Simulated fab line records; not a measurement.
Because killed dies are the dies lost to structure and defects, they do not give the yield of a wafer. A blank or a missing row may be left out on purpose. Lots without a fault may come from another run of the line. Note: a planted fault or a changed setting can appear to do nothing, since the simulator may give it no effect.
Problem report in the 8D (eight disciplines) form, filled by code :: flow sfqLine :: the parts of the form that need people (team, actions taken, sign-off) are left out

## 1. WHAT IS WRONG
spinSpeedRpm at SFQ_TRILAYER_M6_LITHO_COAT_159 reads a mean of 3060.9 rpm on 6 wafers of 2 lots; wafers without a fault read 2999.9 rpm with a standard deviation of 2.3. Relative to the usual mean, that is a shift of +27 standard deviations.
The step: resist thk 600 nm.
Earliest sighting: wafer L344.1 on lithoTrack-01 at day 79 21:01. At this step, 18 wafers from 6 lots have a number in the record. The rule behind "out" and "out of limits": a value lying over 4 standard deviations away from the usual mean. The rest of the wafers with a number are treated as sound.

## 2. WHAT IT IS AND WHAT IT IS NOT
question: which readings at this step
is: spinSpeedRpm
is not: resistLineTempC

question: which lots
is: L344, L347
is not: L336, L339, L353, L356

question: which wafers of those lots
is: all that have a number
is not: -

question: read on which tools
is: lithoTrack-01
is not: lithoTrack-03, lithoTrack-04

question: when
is: from day 79 21:01
is not: up to then (6 sound wafers); but 6 sound wafers of L353, L356 came after

## 3. WHAT RULES OUT EACH SUSPECT
Counting: any tool at a process step up to the reading is kept as a suspect provided that every lot that is out went through it and no sound lot did after the first of them.
- pvdSputter-05 at SFQ_TRILAYER_M6_DEP_SPUTTER_157 (material Nb, target thk 200 nm, time 133.3 s): kept. It ran every lot that is out, first L344 (day 79 20:27), and no sound lot after that.
- lithoTrack-01 at SFQ_TRILAYER_M6_LITHO_COAT_159 (resist thk 600 nm): kept. Every lot that is out went through it, starting with L344 (day 79 21:01), and after that it ran no sound lot; the last sound lot it ran before then is L339 (day 75 22:20). On those wafers its own readings are out: spinSpeedRpm.
The count leaves lithoTrack-01 at SFQ_TRILAYER_M6_LITHO_COAT_159 and pvdSputter-05 at SFQ_TRILAYER_M6_DEP_SPUTTER_157.

## 4. THE CAUSE (what the simulator had put in)
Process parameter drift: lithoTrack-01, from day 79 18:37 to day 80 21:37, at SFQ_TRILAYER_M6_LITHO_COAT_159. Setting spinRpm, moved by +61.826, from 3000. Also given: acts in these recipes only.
This tool is one of the 2 suspects left after counting.

## 5. SEQUENCE OF EFFECTS, ordered by route
Rows list readings where the struck wafers' mean (over those with a number) sits beyond 3 standard deviations from the usual. Only readings whose record carries a usual standard deviation are examined. hours: median over the lots of the time between each lot's start at the first step of this table that gives one and its start at this step. sigmas: the change, counted in usual standard deviations.
hours: 0
step: SFQ_TRILAYER_M6_LITHO_COAT_159
reading: spinSpeedRpm
usual: 2999.9 rpm
on struck wafers: 3060.9
change: +61.0
sigmas: +27
The process steps in it:
- SFQ_TRILAYER_M6_LITHO_COAT_159: resist thk 600 nm.
At these later measuring or inspecting steps, every struck wafer for which the step has a row has a number for every such reading, and none has moved that far: SFQ_M6_OVL_MEAS_940.

## 6. WHAT WOULD HAVE CAUGHT IT SOONER
2 hours passed between the start of the fault at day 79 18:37 and the first reading out of limits in this record, taken at day 79 21:01.
